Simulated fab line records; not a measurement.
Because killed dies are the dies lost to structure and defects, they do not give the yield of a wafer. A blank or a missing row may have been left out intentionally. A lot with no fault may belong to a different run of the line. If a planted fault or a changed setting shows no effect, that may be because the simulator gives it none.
Which tool was responsible? / flow gf180mcu / 13 lots with 39 wafers sampled at 6 steps, on a route of 602 steps

## WHAT THE GAUGES SHOWED, per wafer
GF_NWELL_TW_MEAS_11.
lot=L358; measured=day 3 17:44; on=film_metro-04; NWELL_TW=1553 1558 1556
lot=L359; measured=day 3 19:31; on=film_metro-02; NWELL_TW=1586 1571 1572
lot=L363; measured=day 4 16:39; on=film_metro-04; NWELL_TW=1569 1564 1575
lot=L362; measured=day 4 16:51; on=film_metro-04; NWELL_TW=1561 1572 1566
lot=L364; measured=day 4 21:44; on=film_metro-02; NWELL_TW=1573 1578 1573
lot=L365; measured=day 5 04:56; on=film_metro-04; NWELL_TW=1898 1901 1902 1897 1900 1911
lot=L367; measured=day 5 15:28; on=film_metro-04; NWELL_TW=1901 1911 1902 1896 1897 1903
lot=L368; measured=day 5 20:12; on=film_metro-02; NWELL_TW=1578 1586 1566
lot=L369; measured=day 6 00:43; on=film_metro-04; NWELL_TW=1914 1901 1895 1895 1899 1901
lot=L376; measured=day 7 15:03; on=film_metro-04; NWELL_TW=1574 1574 1571
lot=L378; measured=day 8 01:26; on=film_metro-01; NWELL_TW=1567 1561 1567
lot=L379; measured=day 8 07:48; on=film_metro-02; NWELL_TW=1561 1564 1570
lot=L380; measured=day 8 12:17; on=film_metro-01; NWELL_TW=1561 1568 1566

GF_VT_IMPLANT_RS_MEAS_47: measurement is done with a four-point probe.
lot=L358; measured=day 8 01:10; on=film_metro-02; NWELL_RS (ohm/sq)=485.8 485.0 487.0
lot=L359; measured=day 8 05:13; on=film_metro-02; NWELL_RS (ohm/sq)=488.7 488.6 488.9
lot=L363; measured=day 9 05:31; on=film_metro-01; NWELL_RS (ohm/sq)=489.2 487.3 485.8
lot=L362; measured=day 9 06:35; on=film_metro-01; NWELL_RS (ohm/sq)=486.0 484.8 485.8
lot=L364; measured=day 9 12:09; on=film_metro-01; NWELL_RS (ohm/sq)=489.9 487.6 489.6
lot=L365; measured=day 9 21:24; on=film_metro-04; NWELL_RS (ohm/sq)=349.5 349.8 349.8 349.9 350.6 349.6
lot=L367; measured=day 10 08:52; on=film_metro-01; NWELL_RS (ohm/sq)=348.7 349.3 349.8 349.2 349.8 350.4
lot=L368; measured=day 10 15:57; on=film_metro-04; NWELL_RS (ohm/sq)=487.9 487.2 487.7
lot=L369; measured=day 10 21:16; on=film_metro-02; NWELL_RS (ohm/sq)=348.2 349.5 349.1 347.9 349.1 349.2
lot=L376; measured=day 12 20:18; on=film_metro-02; NWELL_RS (ohm/sq)=487.2 489.2 488.3
lot=L378; measured=day 13 11:08; on=film_metro-02; NWELL_RS (ohm/sq)=488.5 488.5 487.6
lot=L379; measured=day 13 18:24; on=film_metro-02; NWELL_RS (ohm/sq)=488.8 487.6 487.3
lot=L380; measured=day 14 01:02; on=film_metro-04; NWELL_RS (ohm/sq)=487.8 487.5 487.2

GF_HV_LDD_OVL_MEAS_47.
lot=L358; measured=day 12 23:08; on=overlay-02; HV_LDD_03_OVL (nm)=-1.6 -1.5 -2.2
lot=L359; measured=day 13 02:47; on=overlay-02; HV_LDD_03_OVL (nm)=-1.4 -0.9 -0.7
lot=L363; measured=day 14 09:08; on=overlay-02; HV_LDD_03_OVL (nm)=-2.3 -1.2 -1.9
lot=L362; measured=day 14 09:50; on=overlay-02; HV_LDD_03_OVL (nm)=-0.2 1.1 -0.5
lot=L364; measured=day 14 19:19; on=overlay-02; HV_LDD_03_OVL (nm)=0.4 0.7 0.1
lot=L368; measured=day 16 03:11; on=overlay-01; HV_LDD_03_OVL (nm)=-0.9 0.2 -0.8
lot=L376; measured=day 18 16:44; on=overlay-02; HV_LDD_03_OVL (nm)=-0.5 0.1 -1.1
lot=L378; measured=day 19 09:35; on=overlay-01; HV_LDD_03_OVL (nm)=-1.5 -1.8 -2.7
lot=L379; measured=day 19 17:25; on=overlay-01; HV_LDD_03_OVL (nm)=-1.5 -1.0 -2.4
lot=L380; measured=day 20 01:47; on=overlay-01; HV_LDD_03_OVL (nm)=0.0 -1.4 0.4

GF_HV_LDD_THK_MEAS_57.
lot=L358; measured=day 13 02:46; on=film_metro-04; HV_LDD_CVD_56_THK (nm)=90.6 91.4 91.3
lot=L359; measured=day 13 05:53; on=film_metro-04; HV_LDD_CVD_56_THK (nm)=90.7 91.3 90.8
lot=L363; measured=day 14 13:02; on=film_metro-02; HV_LDD_CVD_56_THK (nm)=89.7 89.9 90.3
lot=L362; measured=day 14 14:29; on=film_metro-02; HV_LDD_CVD_56_THK (nm)=90.4 89.4 89.4
lot=L364; measured=day 14 22:24; on=film_metro-01; HV_LDD_CVD_56_THK (nm)=91.7 91.8 91.8
lot=L368; measured=day 16 06:18; on=film_metro-01; HV_LDD_CVD_56_THK (nm)=91.1 91.2 91.4
lot=L376; measured=day 18 19:52; on=film_metro-02; HV_LDD_CVD_56_THK (nm)=88.3 88.5 89.0
lot=L378; measured=day 19 12:41; on=film_metro-01; HV_LDD_CVD_56_THK (nm)=89.7 90.0 90.5
lot=L379; measured=day 19 20:35; on=film_metro-04; HV_LDD_CVD_56_THK (nm)=89.5 89.5 89.5
lot=L380; measured=day 20 04:53; on=film_metro-02; HV_LDD_CVD_56_THK (nm)=88.0 87.6 88.2

## WHAT TOOL EACH LOT RAN ON (gives the tool, then ch and the chambers of the sampled wafers, and finally the start)
lot=L358; GF_NWELL_IMPLANT_08=implanter-01 ch 0, day 3 17:20; GF_HV_LDD_STRIP_49=plasma_asher-01 ch 0,1, day 12 23:19
lot=L359; GF_NWELL_IMPLANT_08=implanter-04 ch 0, day 3 19:07; GF_HV_LDD_STRIP_49=plasma_asher-03 ch 0,1, day 13 02:58
lot=L363; GF_NWELL_IMPLANT_08=implanter-04 ch 0, day 4 16:15; GF_HV_LDD_STRIP_49=plasma_asher-02 ch 0,1, day 14 09:19
lot=L362; GF_NWELL_IMPLANT_08=implanter-01 ch 0, day 4 16:29; GF_HV_LDD_STRIP_49=plasma_asher-02 ch 0,1, day 14 10:03
lot=L364; GF_NWELL_IMPLANT_08=implanter-01 ch 0, day 4 21:20; GF_HV_LDD_STRIP_49=plasma_asher-01 ch 0,1, day 14 19:29
lot=L365; GF_NWELL_IMPLANT_08=implanter-01 ch 0, day 5 04:14; GF_HV_LDD_STRIP_49=-
lot=L367; GF_NWELL_IMPLANT_08=implanter-04 ch 0, day 5 14:42; GF_HV_LDD_STRIP_49=-
lot=L368; GF_NWELL_IMPLANT_08=implanter-01 ch 0, day 5 19:50; GF_HV_LDD_STRIP_49=plasma_asher-02 ch 0,1, day 16 03:24
lot=L369; GF_NWELL_IMPLANT_08=implanter-02 ch 0, day 5 23:56; GF_HV_LDD_STRIP_49=-
lot=L376; GF_NWELL_IMPLANT_08=implanter-04 ch 0, day 7 14:41; GF_HV_LDD_STRIP_49=plasma_asher-03 ch 0,1, day 18 16:56
lot=L378; GF_NWELL_IMPLANT_08=implanter-04 ch 0, day 8 01:03; GF_HV_LDD_STRIP_49=plasma_asher-03 ch 0,1, day 19 09:46
lot=L379; GF_NWELL_IMPLANT_08=implanter-04 ch 0, day 8 07:26; GF_HV_LDD_STRIP_49=plasma_asher-01 ch 0,1, day 19 17:38
lot=L380; GF_NWELL_IMPLANT_08=implanter-02 ch 0, day 8 11:54; GF_HV_LDD_STRIP_49=plasma_asher-03 ch 1, day 20 01:58
- GF_NWELL_IMPLANT_08
- GF_HV_LDD_STRIP_49: strips in O2/N2.

## WHAT THE TOOLS THEMSELVES READ (means of the sampled wafers that have a number; where no wafer has one, the mark that the record gives instead)
GF_NWELL_IMPLANT_08.
lot=L358 tool=implanter-01 dose_ions_cm2=1.4987e+13
lot=L359 tool=implanter-04 dose_ions_cm2=1.4984e+13
lot=L363 tool=implanter-04 dose_ions_cm2=1.4995e+13
lot=L362 tool=implanter-01 dose_ions_cm2=1.5000e+13
lot=L364 tool=implanter-01 dose_ions_cm2=1.4991e+13
lot=L365 tool=implanter-01 dose_ions_cm2=1.4986e+13
lot=L367 tool=implanter-04 dose_ions_cm2=1.4988e+13
lot=L368 tool=implanter-01 dose_ions_cm2=1.4992e+13
lot=L369 tool=implanter-02 dose_ions_cm2=1.4993e+13
lot=L376 tool=implanter-04 dose_ions_cm2=1.5016e+13
lot=L378 tool=implanter-04 dose_ions_cm2=1.4981e+13
lot=L379 tool=implanter-04 dose_ions_cm2=1.4998e+13
lot=L380 tool=implanter-02 dose_ions_cm2=1.4998e+13

GF_HV_LDD_STRIP_49.
lot=L358; tool=plasma_asher-01; drypump_motor_current_A (A)=5.1; heater_power_w (W)=294; oes_product_au (a.u.)=0.720; strip_time_to_endpoint_s (s)=12.65
lot=L359; tool=plasma_asher-03; drypump_motor_current_A (A)=5.9; heater_power_w (W)=354; oes_product_au (a.u.)=0.713; strip_time_to_endpoint_s (s)=12.65
lot=L363; tool=plasma_asher-02; drypump_motor_current_A (A)=5.5; heater_power_w (W)=317; oes_product_au (a.u.)=0.716; strip_time_to_endpoint_s (s)=12.55
lot=L362; tool=plasma_asher-02; drypump_motor_current_A (A)=5.5; heater_power_w (W)=319; oes_product_au (a.u.)=0.711; strip_time_to_endpoint_s (s)=12.61
lot=L364; tool=plasma_asher-01; drypump_motor_current_A (A)=5.1; heater_power_w (W)=317; oes_product_au (a.u.)=0.720; strip_time_to_endpoint_s (s)=12.61
lot=L368; tool=plasma_asher-02; drypump_motor_current_A (A)=5.4; heater_power_w (W)=315; oes_product_au (a.u.)=0.719; strip_time_to_endpoint_s (s)=12.61
lot=L376; tool=plasma_asher-03; drypump_motor_current_A (A)=5.9; heater_power_w (W)=350; oes_product_au (a.u.)=0.718; strip_time_to_endpoint_s (s)=12.57
lot=L378; tool=plasma_asher-03; drypump_motor_current_A (A)=5.9; heater_power_w (W)=354; oes_product_au (a.u.)=0.714; strip_time_to_endpoint_s (s)=12.62
lot=L379; tool=plasma_asher-01; drypump_motor_current_A (A)=5.1; heater_power_w (W)=313; oes_product_au (a.u.)=0.719; strip_time_to_endpoint_s (s)=12.56
lot=L380; tool=plasma_asher-03; drypump_motor_current_A (A)=5.9; heater_power_w (W)=338; oes_product_au (a.u.)=0.717; strip_time_to_endpoint_s (s)=12.55

## THE ANSWER, worked out from the rows above alone
Rule: what is usual is taken from the lots themselves. Put in order of their means at a reading, lots are off if they are a third of the lots or fewer, leave a main group of 4 or more, and stand apart from it by a gap of 3 or more times the standard deviation of the main group's means; of several such gaps the widest counts. A main group is skipped when, at the precision printed for the reading in the tables above, its means are all equal. Also off: a lot with no number at a reading for which 4 or more lots have one. Where the step has rows for the other lots, those lots are counted as sound. Order of review: gauges by route order, followed by the tools' own readings, for which a lot's mean as printed above is used. At the first step where some lot is off, the reading lying furthest off is the one used; lots without a number count as furthest.
Off: L365, L367, L369, at GF_NWELL_TW_MEAS_11 (NWELL_TW). The main group: mean 1569, standard deviation 6.3.
A tool fits if, at a process step before that reading, it ran every lot that is off, and no sound lot after the first of them. The gauges at GF_NWELL_TW_MEAS_11 are tried like those tools. None of those tried fits.

## WHAT HAD BEEN PUT IN BY THE SIMULATOR
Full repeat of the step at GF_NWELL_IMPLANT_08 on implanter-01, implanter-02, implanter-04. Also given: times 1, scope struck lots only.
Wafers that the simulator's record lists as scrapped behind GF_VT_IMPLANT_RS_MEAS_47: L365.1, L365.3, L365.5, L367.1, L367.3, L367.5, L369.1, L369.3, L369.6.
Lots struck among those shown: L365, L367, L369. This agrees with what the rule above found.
